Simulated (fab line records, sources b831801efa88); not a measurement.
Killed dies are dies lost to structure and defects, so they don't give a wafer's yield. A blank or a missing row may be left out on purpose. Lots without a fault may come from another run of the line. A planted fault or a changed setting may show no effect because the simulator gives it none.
fab line records | flow sky130
record lots=11 wafers=33 last_day=49
route steps=708 shown SONOS_ONO@173 LDD_HVN@271 LDD_HVP@287 PAD_OPEN@708
lots that met no fault: from a run of the same line without faults
start_h: hours from the record's first day to the start of the lot's first wafer shown | wait_h: hours since the lot's step before | " the same as in the row above | L1.1+2: a row that stands for several wafers | - no value, or no start given | * or withheld: withheld | < > ~ a bound
route shown NAME@n: a module of which the file shows steps, and the number in the route of the first | usual: mean/standard deviation of fault-free wafers | same: alike in all rows | chamber/n: place in a boat | sites: the reading at each site | _std_site: their standard deviation | _edge_site: outer sites' mean less inner sites' | radius_mm: how far each site lies from the wafer's centre | mask NAME#n: copy n | behind: the tool/chamber that last shaped the wafer | hold: why the lot was held/for how many hours/how that ended | device: the transistor (n, p or np) that didn't switch | end of line: the same wafers' tests at the end of the route | a step without rows: its recipe alone | killed: dies lost to structure and defects at the first sort, not the wafer's yield | map: a wafer's dies, x killed, . not, _ none there
set.NAME: the setting as run; set.NAME@STEP: as run at that earlier step | model.NAME: the simulator's own value behind a step, which no gauge read
steps of the route over a sample of lots; a table a step, a row a wafer
services: from which hour (start_h, from the record's first day; less than 0 if before it) a tool's chamber was out of use, for how many hours, and why
## steps
# step SKY_SONOS_ONO_THK_MEAS_05
# recipe reads=SiO2_of_SONOS_ONO_CVD_04
# usual SONOS_ONO_CVD_04_THK=5.74/0.13
# columns lot.wafer tool chamber start_h wait_h SONOS_ONO_CVD_04_THK[nm]
L691.2 film_metro-04 - 277.18 0.0 5.61
L691.3 " - " " 5.71
L691.5 " - " " 5.62
L692.2 film_metro-01 - 277.18 0.0 5.62
L692.3 " - " " 5.72
L692.5 " - " " 5.67
L693.2 film_metro-04 - 286.93 0.0 5.71
L693.5 " - " " 5.68
L693.6 " - " " 5.65
L694.2 film_metro-01 - 290.95 0.0 5.89
L694.3 " - " " 5.89
L694.4 " - " " 5.89
L696.1 film_metro-03 - 297.50 0.0 5.75
L696.2 " - " " 5.80
L696.6 " - " " 5.78
L697.3 film_metro-03 - 311.51 0.0 5.68
L697.5 " - " " 5.74
L697.6 " - " " 5.95
L698.4 film_metro-01 - 321.51 0.0 5.92
L698.5 " - " " 5.95
L698.6 " - " " 5.98
L701.2 film_metro-03 - 342.21 0.0 5.82
L701.3 " - " " 5.91
L701.5 " - " " 5.82
L702.1 film_metro-01 - 349.70 0.0 5.66
L702.2 " - " " 5.67
L702.5 " - " " 5.79
L703.3 film_metro-04 - 359.38 0.0 5.63
L703.4 " - " " 5.80
L703.6 " - " " 5.77
L706.3 film_metro-01 - 393.87 0.0 5.84
L706.4 " - " " 5.67
L706.6 " - " " 5.85
# step SKY_SONOS_ONO_CD_MEAS_13
# recipe target_cd_nm=410
# usual cd_nm=410.0/2.3
# columns lot.wafer tool chamber start_h wait_h cd_nm
L691.2 cd_sem-01 - 302.04 0.1 413.7
L691.3 " - " " 415.8
L691.5 " - " " 415.0
L692.2 cd_sem-02 - 302.34 0.1 410.0
L692.3 " - " " 408.7
L692.5 " - " " 408.4
L693.2 cd_sem-01 - 313.19 0.1 407.9
L693.5 " - " " 407.7
L693.6 " - " " 407.6
L694.2 cd_sem-02 - 315.94 0.1 411.7
L694.3 " - " " 413.1
L694.4 " - " " 411.2
L696.1 cd_sem-01 - 323.49 0.1 412.8
L696.2 " - " " 414.7
L696.6 " - " " 414.3
L697.3 cd_sem-02 - 337.86 0.1 407.2
L697.5 " - " " 404.5
L697.6 " - " " 406.9
L698.4 cd_sem-01 - 348.65 0.1 406.0
L698.5 " - " " 407.5
L698.6 " - " " 406.5
L701.2 cd_sem-02 - 370.55 0.1 411.5
L701.3 " - " " 410.7
L701.5 " - " " 410.4
L702.1 cd_sem-01 - 377.79 0.1 411.2
L702.2 " - " " 411.4
L702.5 " - " " 410.1
L703.3 cd_sem-01 - 386.62 0.1 409.1
L703.4 " - " " 407.9
L703.6 " - " " 408.3
L706.3 cd_sem-01 - 422.41 0.1 411.4
L706.4 " - " " 411.4
L706.6 " - " " 412.1
# step SKY_LDD_HVN_EXPOSE_04
# recipe mask_id=HVNTM na=0.6 source_shape=conventional sigma_outer=0.6 polarization=unpolarized target_cd_nm=700 dose_mj=127
# columns lot.wafer tool chamber start_h wait_h mask
L692.2+3+5 iline_stepper-02 0 480.48 - HVNTM#0
L691.2+3+5 iline_stepper-01 0 480.72 - HVNTM#0
L694.2+3+4 iline_stepper-02 0 489.98 - HVNTM#0
L693.2+5+6 iline_stepper-02 0 490.59 - HVNTM#0
L696.1+2+6 iline_stepper-02 0 497.29 - HVNTM#0
L697.3+5+6 iline_stepper-01 0 514.69 - HVNTM#0
L698.4+5+6 iline_stepper-02 0 533.02 - HVNTM#0
L701.2+3+5 iline_stepper-02 0 560.83 - HVNTM#0
L702.1+2+5 iline_stepper-02 0 561.29 - HVNTM#0
L703.3+4+6 iline_stepper-02 0 569.51 - HVNTM#0
L706.3+4+6 iline_stepper-01 0 600.45 - HVPTM#0
# step SKY_LDD_HVN_OVL_MEAS_07
# usual LDD_HVN_OVL=-0.1/1.1
# columns lot.wafer tool chamber start_h wait_h LDD_HVN_OVL[nm]
L692.2 overlay-02 - 495.94 0.1 -0.6
L692.3 " - " " -0.5
L692.5 " - " " -0.3
L691.2 overlay-02 - 496.19 0.1 -2.2
L691.3 " - " " -1.5
L691.5 " - " " 0.3
L694.2 overlay-01 - 504.89 0.1 1.4
L694.3 " - " " 2.2
L694.4 " - " " 0.9
L693.2 overlay-02 - 505.49 0.1 0.7
L693.5 " - " " 1.2
L693.6 " - " " 0.5
L696.1 overlay-01 - 512.27 0.1 1.6
L696.2 " - " " 0.8
L696.6 " - " " 0.0
L697.3 overlay-02 - 530.65 0.1 0.4
L697.5 " - " " -1.5
L697.6 " - " " 1.2
L698.4 overlay-01 - 546.83 0.1 -1.4
L698.5 " - " " 0.0
L698.6 " - " " -2.1
L701.2 overlay-02 - 574.92 0.1 0.3
L701.3 " - " " 0.0
L701.5 " - " " 0.2
L702.1 overlay-02 - 575.34 0.1 -0.5
L702.2 " - " " -0.2
L702.5 " - " " -0.1
L703.3 overlay-02 - 583.40 0.1 -0.5
L703.4 " - " " -0.1
L703.6 " - " " 1.8
L706.3 overlay-02 - 614.50 0.1 -
L706.4 " - " " -
L706.6 " - " " -
# step SKY_LDD_HVN_TW_MEAS_10
# usual LDD_HVN_TW=1428/19
# columns lot.wafer tool chamber start_h wait_h LDD_HVN_TW
L692.2 film_metro-03 - 496.23 0.1 1408
L692.3 " - " " 1404
L692.5 " - " " 1414
L691.2 film_metro-02 - 496.48 0.1 1456
L691.3 " - " " 1460
L691.5 " - " " 1455
L694.2 film_metro-04 - 505.18 0.1 1422
L694.3 " - " " 1417
L694.4 " - " " 1421
L693.2 film_metro-03 - 505.78 0.1 1412
L693.5 " - " " 1407
L693.6 " - " " 1407
L696.1 film_metro-04 - 512.55 0.1 1425
L696.2 " - " " 1429
L696.6 " - " " 1424
L697.3 film_metro-02 - 530.94 0.1 1449
L697.5 " - " " 1450
L697.6 " - " " 1458
L698.4 film_metro-04 - 547.13 0.1 1403
L698.5 " - " " 1416
L698.6 " - " " 1412
L701.2 film_metro-03 - 575.21 0.1 1416
L701.3 " - " " 1414
L701.5 " - " " 1417
L702.1 film_metro-03 - 575.62 0.1 1413
L702.2 " - " " 1413
L702.5 " - " " 1417
L703.3 film_metro-02 - 583.69 0.1 1442
L703.4 " - " " 1435
L703.6 " - " " 1449
L706.3 film_metro-02 - 614.79 0.1 31
L706.4 " - " " 31
L706.6 " - " " 31
# step SKY_LDD_HVP_STRIP_09
# recipe chemistry=O2/N2 power_w=1400 pressure_mtorr=1500 platen_temp_c=withheld o2_flow_sccm=3000 n2_flow_sccm=300 overash_fraction=0.5
# usual drypump_motor_current_A=6.0/0.41 o2_flow_sccm=3000/9.2 oes_product_au=0.408/0.0043 strip_time_to_endpoint_s=4.128/0.015
# columns lot.wafer tool chamber start_h wait_h drypump_motor_current_A o2_flow_sccm oes_product_au rf_hours_counter_h strip_time_to_endpoint_s
L692.2 plasma_asher-03 1 527.17 0.1 5.4 2991 0.404 81 4.132
L692.3 " 0 " " 6.6 3001 0.408 - 4.143
L692.5 " 0 " " 6.5 3005 0.412 - 4.143
L691.2 plasma_asher-01 1 527.72 0.1 6.0 3006 0.410 8 4.116
L691.3 " 0 " " 5.8 2990 0.408 - 4.116
L691.5 " 1 " " 6.0 3001 0.409 - 4.104
L694.2 plasma_asher-03 1 535.25 0.1 5.5 2996 0.411 82 4.115
L694.3 " 1 " " 5.5 3004 0.404 - 4.136
L694.4 " 0 " " 6.6 2990 0.409 - 4.120
L693.2 plasma_asher-01 1 536.77 0.1 6.0 3012 0.409 9 4.119
L693.5 " 0 " " 5.8 2997 0.410 - 4.127
L693.6 " 1 " " 6.0 2994 0.417 - 4.113
L696.1 plasma_asher-02 1 543.45 0.1 5.8 2997 0.404 43 4.130
L696.2 " 0 " " 6.3 2999 0.405 43 4.136
L696.6 " 0 " " 6.3 3020 0.404 - 4.135
L697.3 plasma_asher-01 0 561.20 0.1 5.8 2992 0.402 - 4.127
L697.5 " 0 " " 5.8 2995 0.416 - 4.139
L697.6 " 1 " " 6.0 2997 0.410 - 4.129
L698.4 plasma_asher-03 0 577.24 0.1 6.6 3006 0.403 - 4.136
L698.5 " 1 " " 5.4 3004 0.408 - 4.129
L698.6 " 0 " " 6.6 3009 0.411 - 4.118
L701.2 plasma_asher-03 0 605.47 0.1 6.6 3002 0.408 88 4.162
L701.3 " 1 " " 5.5 2997 0.409 - 4.124
L701.5 " 0 " " 6.6 2993 0.414 - 4.146
L702.1 plasma_asher-02 1 605.57 0.1 5.8 2998 0.409 49 4.117
L702.2 " 0 " " 6.3 2998 0.414 49 4.098
L702.5 " 0 " " 6.3 2996 0.410 - 4.101
L703.3 plasma_asher-01 0 613.66 0.1 5.8 3008 0.410 - 4.120
L703.4 " 1 " " 6.0 2996 0.402 - 4.115
L703.6 " 0 " " 5.8 2997 0.407 - 4.135
L706.3 plasma_asher-03 0 643.79 0.1 6.6 2987 0.410 - 4.134
L706.4 " 1 " " 5.5 2996 0.411 - 4.127
L706.6 " 1 " " 5.5 3003 0.405 - 4.134
# step SKY_LDD_HVP_TW_MEAS_10
# usual LDD_HVP_TW=455/5.3
# columns lot.wafer tool chamber start_h wait_h LDD_HVP_TW
L692.2 film_metro-02 - 527.28 0.1 464
L692.3 " - " " 461
L692.5 " - " " 465
L691.2 film_metro-01 - 527.83 0.1 449
L691.3 " - " " 452
L691.5 " - " " 453
L694.2 film_metro-02 - 535.36 0.1 462
L694.3 " - " " 462
L694.4 " - " " 459
L693.2 film_metro-04 - 536.88 0.1 449
L693.5 " - " " 449
L693.6 " - " " 451
L696.1 film_metro-01 - 543.55 0.1 450
L696.2 " - " " 451
L696.6 " - " " 452
L697.3 film_metro-04 - 561.29 0.1 452
L697.5 " - " " 452
L697.6 " - " " 453
L698.4 film_metro-02 - 577.33 0.1 456
L698.5 " - " " 458
L698.6 " - " " 459
L701.2 film_metro-02 - 605.58 0.1 463
L701.3 " - " " 461
L701.5 " - " " 461
L702.1 film_metro-04 - 605.67 0.1 454
L702.2 " - " " 454
L702.5 " - " " 449
L703.3 film_metro-01 - 613.74 0.1 451
L703.4 " - " " 450
L703.6 " - " " 454
L706.3 film_metro-02 - 643.87 0.1 1457
L706.4 " - " " 1460
L706.6 " - " " 1460
# step SKY_PAD_OPEN_PROBE_99
# usual killed_at_M0_to_M3=43/6.8 killed_at_M4_up=3.1/1.8 killed_at_contacts=25/5.8 killed_at_front_end=15/4.2 killed_at_other=0.3/0.5 killed_dies=87/9.7 killed_on_rim=17/4.1 killed_open=47/7.3 killed_short=39/6.6
# same gross_dies=492 killed_at_back_side=0
# columns lot.wafer tool chamber start_h wait_h killed_at_M0_to_M3 killed_at_M4_up killed_at_contacts killed_at_front_end killed_at_other killed_dies killed_on_rim killed_open killed_short
L706.3 prober-02 - 1175.59 0.2 50 5 32 405 0 492 96 70 39
L706.4 prober-02 - 1175.64 0.2 50 5 27 410 0 492 96 63 40
L706.6 prober-02 - 1175.74 0.2 37 5 32 418 0 492 96 57 36
# killed by level:class
L706.3 LDD_HVN:area_expose=383 CONTACT:geometric_particle:open=14 LI_CONTACT:geometric_particle:open=13 VIA1:geometric_particle:open=13 FIELD_ISO:geometric_particle:open=9 VIA3:geometric_particle:open=8 POLY_GATE:geometric_particle:short=6 METAL1:geometric_particle:short=5
L706.4 LDD_HVN:area_expose=389 VIA1:geometric_particle:open=17 LI_CONTACT:geometric_particle:open=10 VIA3:geometric_particle:open=9 CONTACT:geometric_particle:open=7 VIA2:geometric_particle:open=7 POLY_GATE:geometric_particle:open=6 CONTACT:geometric_particle:short=6
L706.6 LDD_HVN:area_expose=399 VIA1:geometric_particle:open=13 CONTACT:geometric_particle:open=12 FIELD_ISO:geometric_particle:short=6 CONTACT:geometric_particle:short=5 POLY_GATE:geometric_particle:open=4 LI_CONTACT:geometric_particle:open=4 LI_CONTACT:geometric_particle:short=4
## services
# columns tool chamber start_h hours kind
iline_stepper-02 - 465.01 2.1 pm
iline_stepper-02 - 467.09 - consumable_replace:lamp
iline_stepper-01 - 491.35 4.1 repair
iline_stepper-01 - 516.40 0.8 repair
plasma_asher-03 - 541.40 10.2 repair
iline_stepper-02 - 547.25 10.9 repair
iline_stepper-01 - 566.36 1.7 pm
iline_stepper-01 - 568.46 2.0 repair
iline_stepper-02 - 580.85 1.7 pm
## key
first_sign step=SKY_LDD_HVN_EXPOSE_04 reading=mask direction=changed
effect step=SKY_LDD_HVN_OVL_MEAS_07 reading=LDD_HVN_OVL direction=missing
effect step=SKY_LDD_HVN_TW_MEAS_10 reading=LDD_HVN_TW direction=down sigmas=72 usual=1428 struck=31
effect step=SKY_LDD_HVP_TW_MEAS_10 reading=LDD_HVP_TW direction=up sigmas=99+ usual=455 struck=1459
effect step=SKY_PAD_OPEN_PROBE_99 reading=killed_at_front_end direction=up sigmas=95 usual=15 struck=411
more_kills_born_at SKY_LDD_HVN_EXPOSE_04@iline_stepper-01=1171
met_at SKY_LDD_HVN_EXPOSE_04
struck_lots L706
tester_left_out L706
not_acting_at SKY_SONOS_ONO_THK_MEAS_05,SKY_SONOS_ONO_CD_MEAS_13,SKY_LDD_HVP_STRIP_09
onset_between 514.69 600.45
fault kind=wrong_mask tool=any chamber=- onset_h=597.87 steps=SKY_LDD_HVN_EXPOSE_04 aux_copy=HVPTM#0 scope=struck_lots_only
# tester_left_out: of these lots the tester's yield and bins aren't shown, on N5 and GAA mostly nor the transistor test; their killed dies are dies lost to structure and defects alone, not to doping, threshold or leakage, so they don't give the yield
